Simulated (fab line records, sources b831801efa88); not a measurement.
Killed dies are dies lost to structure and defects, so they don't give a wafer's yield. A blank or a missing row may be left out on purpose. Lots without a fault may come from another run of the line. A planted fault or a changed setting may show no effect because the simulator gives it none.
Chamber matching | flow sky130 | SKY_LI_CONTACT_ETCH_14 on rie_diel-03: 4 sister chambers
The step etches BARC in N2/H2, stops on SiO2, time 45.9 s, target depth 60 nm. 16 wafers are shown with their chamber, then 8 later ones without.

WAFERS WITH THEIR CHAMBER
wafer  | chamber | drypump_motor_current_A (A) | bias_w (W) | oes_product_au (a.u.)
L501.1 | 0       | 5.9                         | 99.69      | 0.856
L501.2 | 1       | 6.1                         | 100.05     | 0.857
L501.3 | 3       | 5.4                         | 100.19     | 0.861
L503.4 | 3       | 5.4                         | 99.69      | 0.857
L503.5 | 1       | 6.0                         | 99.81      | 0.863
L503.6 | 2       | 6.4                         | 99.73      | 0.856
L505.1 | 0       | 5.8                         | 99.84      | 0.856
L505.2 | 1       | 6.1                         | 100.00     | 0.855
L505.5 | 3       | 5.4                         | 100.06     | 0.846
L511.3 | 2       | 6.4                         | 100.46     | 0.861
L511.4 | 0       | 5.8                         | 100.31     | 0.843
L511.6 | 0       | 5.9                         | 100.26     | 0.859
L513.2 | 0       | 5.8                         | 99.72      | 0.852
L513.3 | 2       | 6.4                         | 100.67     | 0.854
L513.4 | 1       | 6.0                         | 100.16     | 0.856
L516.3 | 0       | 5.9                         | 100.59     | 0.852

SIGNATURES (means of the wafers above)
reading                 | chamber 0 | chamber 1 | chamber 2 | chamber 3 | scatter within a chamber
drypump_motor_current_A | 5.850     | 6.050     | 6.400     | 5.400     | 0.0456
bias_w                  | 100.0683  | 100.0050  | 100.2867  | 99.9800   | 0.338
oes_product_au          | 0.85300   | 0.85775   | 0.85700   | 0.85467   | 0.00533
Rule: a wafer's distance from a chamber is the root of the sum, over the readings, of the square of ((its reading less the chamber's mean) divided by the reading's scatter). The wafer belongs to the nearest chamber; if the next one is less than 2 further off, it can't be placed. The scatter: the root of (the sum of the squares of (reading less its chamber's mean) over the shown wafers, divided by (wafers less chambers)).

WAFERS WITHOUT THEIR CHAMBER
wafer  | drypump_motor_current_A (A) | bias_w (W) | oes_product_au (a.u.)
L516.4 | 6.0                         | 100.00     | 0.856
L516.6 | 6.0                         | 100.30     | 0.852
L522.1 | 6.4                         | 100.07     | 0.851
L522.2 | 6.1                         | 100.33     | 0.862
L522.4 | 6.1                         | 100.17     | 0.845
L524.1 | 5.9                         | 99.89      | 0.848
L524.4 | 6.0                         | 100.42     | 0.852
L524.5 | 5.9                         | 100.22     | 0.849

WHICH CHAMBER EACH WENT THROUGH
wafer  | from the rows above     | in truth
L516.4 | 1                       | 1
L516.6 | can't be placed: 1 or 0 | 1
L522.1 | 2                       | 2
L522.2 | 1                       | 1
L522.4 | 1                       | 1
L524.1 | 0                       | 0
L524.4 | can't be placed: 1 or 0 | 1
L524.5 | 0                       | 0
Placed correctly: 6 of 8. Can't be placed from these rows: 2 (the true chamber is among the candidates in 2). Placed wrongly: 0.
